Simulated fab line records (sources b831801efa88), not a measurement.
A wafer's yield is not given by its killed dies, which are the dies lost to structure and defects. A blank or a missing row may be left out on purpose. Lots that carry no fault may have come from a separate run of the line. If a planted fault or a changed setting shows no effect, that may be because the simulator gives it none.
fab line records	flow sky130
[record] lots = 11	wafers = 33	last_day = 50
route steps=708 shown SD_N@353 LI_CONTACT@383 LOCAL_INTERCONNECT@402 CONTACT@411
lots that met no fault: from a run of the same line without faults
start_h: hours from the record's first day to the start of the lot's first wafer shown	wait_h: hours from the lot's prior step to this one	" as in the row above	L1.1+2: several wafers, shown together as one row	- no value, or no start was given	* or withheld: withheld	< > ~ a bound
route shown NAME@n: NAME is a module with steps in the file, n the number in the route of the first one	usual: the fault-free wafers' mean and standard deviation	same: alike in all rows	chamber/n: place in a boat	sites: the reading at each site	_std_site: their standard deviation	_edge_site: the outer-site mean with the inner-site mean subtracted	radius_mm: for every site, how far away it sits from the centre of the wafer	mask NAME#n: copy n	behind: the last tool/chamber to shape the wafer	hold: why the lot went on hold/how many hours it stayed there/how the hold came to an end	device: names the non-switching transistor (n, p or np)	end of line: at the end of the route, the tests of the same wafers	a step with no rows: only its recipe	killed: dies that structure and defects cost at the first sort, which is not the same as the wafer's yield	map: dies across one wafer; x = killed, . = not, _ = none there
set.NAME: the setting that was run; set.NAME@STEP: the one run at that earlier step	model.NAME: the simulator's own value behind a step, which no gauge read
the route's steps for a sample of lots (tables are steps, rows are wafers)
services: the hour from which a tool's chamber was out of use, counted from the record's first day as start_h (under 0 if before that day), plus the number of hours and why
[[steps]]
[step SKY_SD_N_STRIP_11]
[recipe] chemistry = O2/N2	power_w = 1400	pressure_mtorr = 1500	platen_temp_c = withheld	o2_flow_sccm = 3000	n2_flow_sccm = 300	overash_fraction = 0.5
[usual] drypump_motor_current_A = 5.6/0.62	oes_product_au = 0.527/0.0043	strip_time_to_endpoint_s = 22.57/0.044
lot.wafer	tool	chamber	start_h	wait_h	drypump_motor_current_A	oes_product_au	rf_hours_counter_h	strip_time_to_endpoint_s
L416.1	plasma_asher-03	0	651.04	0.1	6.5	0.531	85	22.57
L416.4	"	0	"	"	6.5	0.524	-	22.50
L416.6	"	0	"	"	6.5	0.524	-	22.55
L417.3	plasma_asher-01	0	660.81	0.1	4.9	0.535	-	22.62
L417.4	"	1	"	"	5.6	0.535	-	22.60
L417.5	"	1	"	"	5.6	0.525	-	22.60
L421.2	plasma_asher-02	1	689.49	0.1	5.5	0.520	96	22.55
L421.3	"	0	"	"	6.4	0.523	-	22.58
L421.4	"	1	"	"	5.5	0.531	-	22.56
L422.1	plasma_asher-03	0	697.73	0.1	6.5	0.526	90	22.57
L422.2	"	1	"	"	4.9	0.535	90	22.55
L422.5	"	1	"	"	4.9	0.524	-	22.57
L423.1	plasma_asher-01	0	706.33	0.1	4.9	0.529	56	22.56
L423.3	"	0	"	"	4.9	0.525	-	22.56
L423.4	"	1	"	"	5.6	0.522	-	22.56
L424.3	plasma_asher-01	1	719.02	0.1	5.6	0.522	-	22.54
L424.5	"	1	"	"	5.6	0.529	-	22.50
L424.6	"	0	"	"	4.9	0.530	-	22.53
L430.3	plasma_asher-02	0	760.65	0.1	6.5	0.528	-	22.60
L430.5	"	1	"	"	5.5	0.520	-	22.52
L430.6	"	0	"	"	6.4	0.533	-	22.56
L431.4	plasma_asher-03	0	770.37	0.1	6.5	0.533	-	22.61
L431.5	"	0	"	"	6.5	0.527	-	22.63
L431.6	"	1	"	"	4.9	0.531	-	22.64
L435.2	plasma_asher-01	1	798.33	0.1	5.6	0.525	66	22.54
L435.3	"	0	"	"	4.9	0.530	-	22.56
L435.5	"	1	"	"	5.6	0.537	-	22.56
L438.3	plasma_asher-02	1	818.26	0.1	5.5	0.524	-	22.55
L438.4	"	0	"	"	6.4	0.525	-	22.63
L438.5	"	0	"	"	6.4	0.527	-	22.59
L439.2	plasma_asher-02	1	833.89	0.1	5.5	0.521	9	22.51
L439.3	"	0	"	"	6.4	0.525	-	22.56
L439.4	"	1	"	"	5.5	0.526	-	22.57
[step SKY_LI_CONTACT_CVD_21]
[recipe] material = W	target_thk_nm = 400	time_s = 120.56	temp_c = 400	pressure_torr = 40
[usual] heater_power_w = 824/50
lot.wafer	tool	chamber	start_h	wait_h	heater_power_w	since_wet_clean_h
L416.1	cvd_w-01	0	681.27	0.0	810	277
L416.4	"	0	"	"	841	-
L416.6	"	1	"	"	879	-
L417.3	cvd_w-01	0	690.98	0.1	824	-
L417.4	"	1	"	"	875	-
L417.5	"	0	"	"	795	-
L421.2	cvd_w-01	0	719.16	0.0	801	315
L421.3	"	0	"	"	825	-
L421.4	"	1	"	"	859	-
L422.1	cvd_w-01	0	727.92	0.0	834	324
L422.2	"	1	"	"	902	324
L422.5	"	1	"	"	903	-
L423.1	cvd_w-01	0	736.19	0.0	834	332
L423.3	"	1	"	"	899	-
L423.4	"	0	"	"	823	-
L424.3	cvd_w-01	0	748.43	0.1	812	-
L424.5	"	0	"	"	803	-
L424.6	"	1	"	"	875	-
L430.3	cvd_w-01	0	790.08	0.1	847	-
L430.5	"	1	"	"	874	-
L430.6	"	0	"	"	836	-
L431.4	cvd_w-01	0	798.98	0.1	841	-
L431.5	"	0	"	"	833	-
L431.6	"	1	"	"	873	-
L435.2	cvd_w-02	1	827.01	0.0	776	923
L435.3	"	0	"	"	749	-
L435.5	"	1	"	"	793	-
L438.3	cvd_w-02	0	846.84	0.1	728	-
L438.4	"	1	"	"	801	-
L438.5	"	0	"	"	751	-
L439.2	cvd_w-01	1	862.81	0.0	900	459
L439.3	"	0	"	"	837	-
L439.4	"	1	"	"	866	-
[step SKY_LI_CONTACT_RS_MEAS_22]
[recipe] thk_meas_gauge = four-point-probe	reads = W_of_LI_CONTACT_CVD_21+TiN_of_LI_CONTACT_SPUTTER_20+Ti_of_LI_CONTACT_SPUTTER_19
[usual] LI_CONTACT_W_RS = 0.286/0.0057
lot.wafer	tool	chamber	start_h	wait_h	LI_CONTACT_W_RS[ohm/sq]
L416.1	film_metro-04	-	681.39	0.1	0.282
L416.4	"	-	"	"	0.282
L416.6	"	-	"	"	0.290
L417.3	film_metro-03	-	691.11	0.1	0.283
L417.4	"	-	"	"	0.290
L417.5	"	-	"	"	0.284
L421.2	film_metro-03	-	719.30	0.1	0.286
L421.3	"	-	"	"	0.284
L421.4	"	-	"	"	0.295
L422.1	film_metro-03	-	728.04	0.1	0.282
L422.2	"	-	"	"	0.291
L422.5	"	-	"	"	0.290
L423.1	film_metro-02	-	736.32	0.1	0.284
L423.3	"	-	"	"	0.293
L423.4	"	-	"	"	0.284
L424.3	film_metro-02	-	748.55	0.1	0.284
L424.5	"	-	"	"	0.286
L424.6	"	-	"	"	0.293
L430.3	film_metro-04	-	790.20	0.1	0.280
L430.5	"	-	"	"	0.477
L430.6	"	-	"	"	0.282
L431.4	film_metro-04	-	799.13	0.1	0.281
L431.5	"	-	"	"	0.444
L431.6	"	-	"	"	0.293
L435.2	film_metro-02	-	827.15	0.1	0.284
L435.3	"	-	"	"	0.279
L435.5	"	-	"	"	0.285
L438.3	film_metro-04	-	846.97	0.1	0.278
L438.4	"	-	"	"	0.288
L438.5	"	-	"	"	0.278
L439.2	film_metro-02	-	862.96	0.1	0.292
L439.3	"	-	"	"	0.285
L439.4	"	-	"	"	0.296
[step SKY_LI_CONTACT_THK_MEAS_23]
[recipe] thk_meas_gauge = xrf	reads = W_of_LI_CONTACT_CVD_21
[usual] LI_CONTACT_W_THK = 400/9.4
lot.wafer	tool	chamber	start_h	wait_h	LI_CONTACT_W_THK[nm]
L416.1	film_metro-04	-	681.51	0.1	412
L416.4	"	-	"	"	412
L416.6	"	-	"	"	398
L417.3	film_metro-03	-	691.21	0.1	401
L417.4	"	-	"	"	392
L417.5	"	-	"	"	401
L421.2	film_metro-03	-	719.41	0.1	394
L421.3	"	-	"	"	392
L421.4	"	-	"	"	382
L422.1	film_metro-03	-	728.16	0.1	397
L422.2	"	-	"	"	386
L422.5	"	-	"	"	386
L423.1	film_metro-02	-	736.44	0.1	403
L423.3	"	-	"	"	388
L423.4	"	-	"	"	400
L424.3	film_metro-02	-	748.65	0.1	401
L424.5	"	-	"	"	401
L424.6	"	-	"	"	390
L430.3	film_metro-04	-	790.30	0.1	420
L430.5	"	-	"	"	244
L430.6	"	-	"	"	412
L431.4	film_metro-04	-	799.22	0.1	414
L431.5	"	-	"	"	260
L431.6	"	-	"	"	393
L435.2	film_metro-02	-	827.26	0.1	399
L435.3	"	-	"	"	413
L435.5	"	-	"	"	399
L438.3	film_metro-04	-	847.07	0.1	416
L438.4	"	-	"	"	403
L438.5	"	-	"	"	414
L439.2	film_metro-02	-	863.07	0.1	391
L439.3	"	-	"	"	401
L439.4	"	-	"	"	383
[step SKY_LI_CONTACT_CMP_24]
[recipe] stop_on = PSG	t_overpolish_s = 20	down_force_psi = 3.5	platen_rpm = 60	target_thk_nm = 0	pad_velocity_m_s = 0.94248
[usual] motor_current_A = 10.7/0.98	time_to_endpoint_s = 96/5.3
lot.wafer	tool	chamber	start_h	wait_h	motor_current_A	time_to_endpoint_s
L416.1	cmp-02	3	681.62	0.1	11.6	93
L416.4	"	1	"	"	9.6	91
L416.6	"	2	"	"	9.5	95
L417.4	cmp-01	3	691.25	0.0	12.0	97
L417.3	"	1	"	"	11.0	99
L417.5	"	0	"	"	10.2	105
L421.2	cmp-02	2	719.46	0.0	9.8	101
L421.4	"	0	"	"	8.5	92
L421.3	"	1	"	"	10.1	93
L422.1	cmp-01	0	728.22	0.1	10.3	101
L422.2	"	3	"	"	12.3	87
L422.5	"	1	"	"	11.5	94
L423.3	cmp-02	1	736.55	0.1	9.8	85
L423.4	"	2	"	"	10.0	101
L423.1	"	3	"	"	11.8	91
L424.3	cmp-01	3	748.69	0.0	12.2	94
L424.6	"	3	"	"	12.8	90
L424.5	"	0	"	"	9.6	100
L430.3	cmp-01	0	790.44	0.1	9.9	103
L430.6	"	2	"	"	11.2	94
L430.5	"	3	"	"	12.4	57
L431.4	cmp-01	1	799.25	0.0	10.8	101
L431.5	"	1	"	"	10.9	67
L431.6	"	2	"	"	10.3	96
L435.3	cmp-01	2	827.31	0.0	10.1	93
L435.2	"	3	"	"	11.8	97
L435.5	"	3	"	"	11.7	94
L438.3	cmp-01	1	847.16	0.1	11.2	98
L438.4	"	3	"	"	11.3	97
L438.5	"	0	"	"	10.2	102
L439.4	cmp-01	3	863.23	0.1	11.9	97
L439.3	"	0	"	"	9.9	103
L439.2	"	2	"	"	10.9	90
[step SKY_LOCAL_INTERCONNECT_STRIP_15]
[recipe] chemistry = O2/N2	power_w = 1400	pressure_mtorr = 1500	platen_temp_c = withheld	o2_flow_sccm = 3000	n2_flow_sccm = 300	overash_fraction = 0.5
[usual] drypump_motor_current_A = 5.5/0.63	oes_product_au = 0.427/0.0045	strip_time_to_endpoint_s = 4.707/0.023
lot.wafer	tool	chamber	start_h	wait_h	drypump_motor_current_A	oes_product_au	rf_hours_counter_h	strip_time_to_endpoint_s
L416.1	plasma_asher-01	1	710.61	0.1	5.6	0.421	57	4.705
L416.4	"	1	"	"	5.6	0.423	-	4.699
L416.6	"	1	"	"	5.5	0.427	-	4.694
L417.3	plasma_asher-03	1	719.99	0.1	4.9	0.422	-	4.711
L417.4	"	0	"	"	6.5	0.429	-	4.713
L417.5	"	0	"	"	6.5	0.429	-	4.722
L421.2	plasma_asher-03	0	746.95	0.0	6.5	0.429	95	4.676
L421.3	"	1	"	"	4.9	0.434	-	4.719
L421.4	"	0	"	"	6.5	0.420	-	4.717
L422.1	plasma_asher-03	0	755.90	0.0	6.4	0.422	96	4.698
L422.2	"	1	"	"	5.0	0.427	96	4.672
L422.5	"	0	"	"	6.5	0.428	-	4.699
L423.1	plasma_asher-03	0	764.70	0.0	6.5	0.423	97	4.730
L423.3	"	0	"	"	6.5	0.422	-	4.711
L423.4	"	1	"	"	4.9	0.424	-	4.687
L424.3	plasma_asher-03	1	776.78	0.1	4.9	0.428	-	4.744
L424.5	"	1	"	"	4.9	0.419	-	4.708
L424.6	"	0	"	"	6.4	0.431	-	4.719
L430.3	plasma_asher-01	0	818.18	0.1	4.9	0.416	-	4.692
L430.5	"	1	"	"	5.6	0.427	-	4.695
L430.6	"	0	"	"	4.9	0.430	-	4.702
L431.4	plasma_asher-01	0	826.70	0.1	4.9	0.424	-	4.664
L431.5	"	1	"	"	5.6	0.425	-	4.698
L431.6	"	0	"	"	4.9	0.430	-	4.688
L435.2	plasma_asher-03	1	854.35	0.0	4.9	0.419	106	4.714
L435.3	"	1	"	"	4.9	0.424	-	4.695
L435.5	"	0	"	"	6.5	0.427	-	4.711
L438.3	plasma_asher-03	0	874.62	0.1	6.5	0.431	-	4.740
L438.4	"	1	"	"	4.9	0.428	-	4.730
L438.5	"	0	"	"	6.5	0.430	-	4.720
L439.2	plasma_asher-03	1	889.94	0.0	4.9	0.426	110	4.689
L439.3	"	1	"	"	4.9	0.428	-	4.689
L439.4	"	0	"	"	6.5	0.425	-	4.712
[step SKY_CONTACT_BOW_MEAS_05]
[recipe] mode = bow
[usual] CONTACT_BOW = 81/6.6
lot.wafer	tool	chamber	start_h	wait_h	CONTACT_BOW[um]
L416.1	film_metro-04	-	711.74	0.2	79
L416.4	"	-	"	"	86
L416.6	"	-	"	"	94
L417.3	film_metro-02	-	721.15	0.1	78
L417.4	"	-	"	"	87
L417.5	"	-	"	"	80
L421.2	film_metro-02	-	748.10	0.3	79
L421.3	"	-	"	"	83
L421.4	"	-	"	"	80
L422.1	film_metro-02	-	757.08	0.2	81
L422.2	"	-	"	"	70
L422.5	"	-	"	"	76
L423.1	film_metro-01	-	765.81	0.1	76
L423.3	"	-	"	"	79
L423.4	"	-	"	"	83
L424.3	film_metro-01	-	777.90	0.1	87
L424.5	"	-	"	"	76
L424.6	"	-	"	"	83
L430.3	film_metro-01	-	819.32	0.2	95
L430.5	"	-	"	"	78
L430.6	"	-	"	"	84
L431.4	film_metro-02	-	827.85	0.3	82
L431.5	"	-	"	"	81
L431.6	"	-	"	"	83
L435.2	film_metro-04	-	855.48	0.1	70
L435.3	"	-	"	"	103
L435.5	"	-	"	"	78
L438.3	film_metro-01	-	875.75	0.1	79
L438.4	"	-	"	"	76
L438.5	"	-	"	"	92
L439.2	film_metro-04	-	891.07	0.3	94
L439.3	"	-	"	"	91
L439.4	"	-	"	"	79
[[services]]
tool	chamber	start_h	hours	kind
cmp-02	-	639.37	0.2	repair
plasma_asher-02	-	642.09	20.1	pm
cvd_w-02	-	645.23	1.9	repair
cmp-01	-	657.18	1.1	repair
cmp-02	-	664.14	1.1	repair
cmp-02	-	667.13	3.5	repair
cvd_w-02	1	687.40	1.3	repair
plasma_asher-02	-	696.02	2.2	repair
cmp-01	-	713.13	1.0	repair
cmp-02	-	714.44	2.5	repair
plasma_asher-02	-	733.75	9.0	pm
cmp-02	-	744.24	11.0	pm
cmp-01	-	750.53	4.0	pm
cmp-01	-	766.76	1.3	repair
cvd_w-02	0	769.66	9.6	repair
cmp-02	-	771.20	4.9	pm
cvd_w-02	0	784.36	14.0	repair
cmp-02	-	790.38	2.3	repair
cmp-01	-	799.56	3.5	pm
cmp-01	-	810.60	0.6	repair
cvd_w-02	-	813.73	2.8	pm
plasma_asher-02	-	839.02	1.6	repair
cvd_w-01	-	857.58	0.6	repair
cmp-01	-	884.75	2.9	repair
[[key]]
[first_sign] step = SKY_LI_CONTACT_RS_MEAS_22	reading = LI_CONTACT_W_RS	direction = up	sigmas = 31	usual = 0.286	struck = 0.460
[effect] step = SKY_LI_CONTACT_THK_MEAS_23	reading = LI_CONTACT_W_THK	direction = down	sigmas = 16	usual = 400	struck = 252
[effect] step = SKY_LI_CONTACT_CMP_24	reading = time_to_endpoint_s	direction = down	sigmas = 6.4	usual = *	struck = *
met_at SKY_LI_CONTACT_CVD_21
struck_lots L430,L431
struck_wafers L430.5,L431.5
tester_left_out L430,L431
not_acting_at SKY_SD_N_STRIP_11,SKY_LOCAL_INTERCONNECT_STRIP_15,SKY_CONTACT_BOW_MEAS_05
onset_between 748.43 790.08
[fault] kind = process_parameter_drift	tool = cvd_w-01	chamber = -	onset_h = 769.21	steps = SKY_LI_CONTACT_CVD_21	channel = target_thk_nm	offset = -147.94	shape = step	end_h = 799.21	scope = struck_wafers_only	acts_in = these_recipes_only	stated = 400
// tester_left_out: of these lots the tester's yield and bins aren't shown, on N5 and GAA mostly nor the transistor test; their killed dies are dies lost to structure and defects alone, not to doping, threshold or leakage, so they don't give the yield
